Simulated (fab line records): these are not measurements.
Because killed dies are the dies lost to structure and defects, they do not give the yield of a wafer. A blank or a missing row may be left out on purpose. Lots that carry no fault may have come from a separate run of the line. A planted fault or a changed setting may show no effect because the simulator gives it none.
A single fault, viewed from 2 desks | flow gf180mcu | numbers are kept per desk, each desk with only its own; the story behind them comes last

== DESK OF THE TOOL OWNER: implanter-03 ==
GF_NSD_IMPLANT_10, tool's own readings: per-lot mean of the sampled wafers with a number, covering each lot this tool ran. If a lot's mean is further than 4 standard deviations from the usual mean, the lot is out of limits and carries the mark OUT (the distance appears in the brackets).
Columns: A = beam_on_s at GF_NSD_IMPLANT_10, usual 9.99 s; B = dose_ions_cm2 at GF_NSD_IMPLANT_10, usual 4.999e+14; C = faraday_current_uA at GF_NSD_IMPLANT_10, usual 2789
lot  | first seen here | A               | B         | C
L142 | day 13 04:40    | 10.08           | 5.000e+14 | 2764
L144 | day 13 18:51    | 9.78            | 5.004e+14 | 2846
L149 | day 15 14:53    | 10.12           | 5.000e+14 | 2755
L151 | day 16 03:35    | 9.17 (-4.3) OUT | 5.008e+14 | 3068 (+5.2) OUT
L152 | day 16 14:14    | 9.14 (-4.4) OUT | 5.002e+14 | 3066 (+5.1) OUT
L154 | day 17 11:42    | 8.78 (-6.4) OUT | 4.998e+14 | 3191 (+7.4) OUT
L161 | day 20 05:39    | 9.92            | 4.996e+14 | 2818
This desk finds L151, L152, L154 out of limits, L151 being first, at day 16 03:35 (beam_on_s at GF_NSD_IMPLANT_10). L142, L144, L149, L161: within limits.

== METROLOGY DESK ==
Means of the sampled wafers that have a number, per lot and without regard to the tool the lot ran on: this is what the gauges read. If a lot's mean is further than 4 standard deviations from the usual mean, the lot is out of limits and carries the mark OUT (the distance appears in the brackets).
Columns: A = NSD_OVL at GF_NSD_OVL_MEAS_08, usual 0.3 nm; B = NSD_RS at GF_PSD_RS_MEAS_14, usual 46.08 ohm/sq
lot  | first seen here | A    | B
L142 | day 13 04:25    | 0.8  | 46.03
L143 | day 13 06:40    | 0.3  | 46.07
L144 | day 13 18:40    | -0.4 | 46.03
L145 | day 14 07:01    | 0.6  | 46.11
L147 | day 14 19:13    | 1.1  | 46.07
L149 | day 15 14:41    | 0.2  | 46.16
L151 | day 16 03:22    | 0.6  | 46.65 (+7.5) OUT
L152 | day 16 14:01    | 1.0  | 46.60 (+6.8) OUT
L154 | day 17 11:29    | -0.5 | 46.80 (+9.4) OUT
L160 | day 19 17:31    | -0.3 | 46.04
L161 | day 20 05:27    | -0.1 | 46.13
L163 | day 20 19:30    | -0.7 | 46.06
L164 | day 21 00:20    | 1.8  | 46.13
L165 | day 21 12:00    | -1.7 | 46.05
This desk's result: L151, L152, L154 out of limits, first on L151 (NSD_RS at GF_PSD_RS_MEAS_14), day 17 02:43. L142, L143, L144, L145, L147, L149, L160, L161, L163, L164, L165: within limits.

== ALL TOGETHER ==
An alarm could have come from the tool owner's desk at day 16 03:35, on L151, L152, L154.
Metrology desk: alarm possible at day 17 02:43 on L151, L152, L154.
Of the lots named, all ran GF_NSD_IMPLANT_10 on implanter-03.

== WHAT THE SIMULATOR HAD INSERTED ==
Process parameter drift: implanter-03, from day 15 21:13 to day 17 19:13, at GF_NSD_IMPLANT_10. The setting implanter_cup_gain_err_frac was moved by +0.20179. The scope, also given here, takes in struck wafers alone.
Lots struck among those shown: L151, L152, L154.
Fault start to first reading out of limits, in hours, per desk: tool owner, 6; metrology, 30.
